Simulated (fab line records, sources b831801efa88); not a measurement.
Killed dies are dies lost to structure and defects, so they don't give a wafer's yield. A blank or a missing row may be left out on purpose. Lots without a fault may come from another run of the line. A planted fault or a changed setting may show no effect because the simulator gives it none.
A struck lot beside a sound one | flow sky130 | 26 steps out of a route of 708
Sound: wafers L906.2, L906.5, L906.6. Struck: wafer L912.5. (L912.2, L912.4 of the same lot were not struck and are left out.) The cause comes at the end.
At each step with rows: each side's tool, then ch and its chambers, then its first start. Under that, the readings that differ: sound wafers | struck wafers | difference of the means | sigmas: that difference in standard deviations of wafers without a fault.
alike: readings whose means differ by less than 2 such deviations, and words and numbers that are the same on both sides. not compared: withheld readings, readings that some wafer has no value for, bounds like >300 that may hide the same value, and numbers for which the record gives no deviation and whose values overlap.
The two part at a step that has a row with sigmas, a row that says differs or no value, or rows on one side only. Numbers that don't overlap but have no deviation are shown without sigmas and don't part them. A reading that every wafer of one side lacks parts them only if that side has two wafers or more.

first, 6 steps without rows for these wafers: SKY_SD_N_IMPLANT_10; SKY_SD_N_STRIP_11 (strips in O2/N2); SKY_SD_N_CLEAN_13 (cleans in SC1/SC2, time 150 s); SKY_SD_N_RTA_14 (time 2 s); SKY_SALICIDE_CLEAN_00 (cleans in HF-last, time 30 s); SKY_LI_CONTACT_HDPCVD_00 (deposits PSG, target thk 930 nm, time 155 s).
SKY_LI_CONTACT_CMP_02: polishes PSG.
  sound on cmp-02 ch 0,3, day 29 16:56; struck on cmp-01 ch 2, day 31 16:50
  reading                                       | sound             | struck | difference | sigmas
  model.PSG_of_LI_CONTACT_HDPCVD_00.thk_nm (nm) | 600.6 599.3 600.1 | 536.9  | -63.1      |
  alike: motor_current_A, time_to_endpoint_s
then, 9 steps without rows for these wafers: SKY_LI_CONTACT_DEHYDRATE_04 (time 60 s); SKY_LI_CONTACT_HMDS_05 (prime time 60 s); SKY_LI_CONTACT_COAT_06 (resist thk 60 nm); SKY_LI_CONTACT_COAT_07 (resist thk 450 nm); SKY_LI_CONTACT_SOFTBAKE_08 (time 90 s); SKY_LI_CONTACT_EXPOSE_09 (exposes mask LICM1, target cd 170 nm); SKY_LI_CONTACT_PEB_10; SKY_LI_CONTACT_DEVELOP_11 (develop time 60 s); SKY_LI_CONTACT_ETCH_14 (etches BARC in N2/H2, stops on SiO2, time 45.9 s, target depth 60 nm).
SKY_LI_CONTACT_ETCH_15: etches PSG in C4F8/O2/Ar, stops on Si, target depth 600 nm.
  sound on rie_diel-03 ch 0,3, day 30 20:45; struck on rie_diel-03 ch 3, day 32 21:00
  reading                                | sound             | struck | difference | sigmas
  oes_product_au (a.u.)                  | 0.839 0.840 0.836 | 0.778  | -0.060     | -13
  model.etch.depth_nm (nm)               | 600.6 599.3 600.1 | 536.9  | -63.1      |
  model.LI_CONTACT.feature_depth_nm (nm) | 600.6 599.3 600.1 | 536.9  | -63.1      |
then, 6 steps without rows for these wafers: SKY_LI_CONTACT_STRIP_16 (strips in O2/N2); SKY_LI_CONTACT_CLEAN_17 (cleans in NMP, time 600 s); SKY_LI_CONTACT_PRE_CLEAN_18 (time 5.6 s); SKY_LI_CONTACT_SPUTTER_19 (material Ti, target thk 20 nm, time 106.37 s); SKY_LI_CONTACT_SPUTTER_20 (material TiN, target thk 20 nm, time 80 s); SKY_LI_CONTACT_CVD_21 (deposits W, target thk 400 nm, time 120.56 s).
SKY_LI_CONTACT_CMP_24: polishes, stops on PSG, t overpolish 20 s, target thk 0 nm.
  sound on cmp-02 ch 0,1, day 30 21:34; struck on cmp-01 ch 3, day 32 22:08
  reading                                       | sound             | struck | difference | sigmas
  model.PSG_of_LI_CONTACT_HDPCVD_00.thk_nm (nm) | 591.1 589.9 590.7 | 527.5  | -63.1      |
  alike: motor_current_A
then, 1 step without rows for these wafers: SKY_LOCAL_INTERCONNECT_SPUTTER_00 (material TiN, target thk 100 nm, time 83.3 s).
-- the record jumps here: 15 days lie between the struck wafers' starts before and after (it left off in module LOCAL_INTERCONNECT and takes up again in module PAD_OPEN, whose first step shown is number 708 of the route) --
SKY_PAD_OPEN_PROBE_99:
  sound on prober-01, day 47 00:46; struck on prober-01, day 48 08:48
  reading                             | sound             | struck | difference | sigmas
  model.etest.licon_pdiff.rc_ohm      | 589.2 606.4 572.5 | 549.5  | -39.9      |
  model.etest.cap_li_to_poly.c_af_um2 | 98.21 98.07 97.95 | 121    | +23        |
  model.etest.licon_ndiff.rc_ohm      | 188.6 189.3 192.9 | 168.1  | -22.2      |
  model.etest.licon_poly.rc_ohm       | 155.6 158.8 158.3 | 140.3  | -17.3      |
  model.etest.cap_li_to_well.c_af_um2 | 36.76 38.04 37.88 | 38.95  | +1.39      |
  alike: killed_at_M0_to_M3, killed_at_M4_up, killed_at_contacts, killed_at_front_end, killed_at_other, killed_dies, killed_open, killed_short

WHERE THEY PART
Only at SKY_LI_CONTACT_ETCH_15, within this record. Later steps at which nothing parts them and some readings are alike: SKY_LI_CONTACT_CMP_24, SKY_PAD_OPEN_PROBE_99.

WHY: what the simulator had put in
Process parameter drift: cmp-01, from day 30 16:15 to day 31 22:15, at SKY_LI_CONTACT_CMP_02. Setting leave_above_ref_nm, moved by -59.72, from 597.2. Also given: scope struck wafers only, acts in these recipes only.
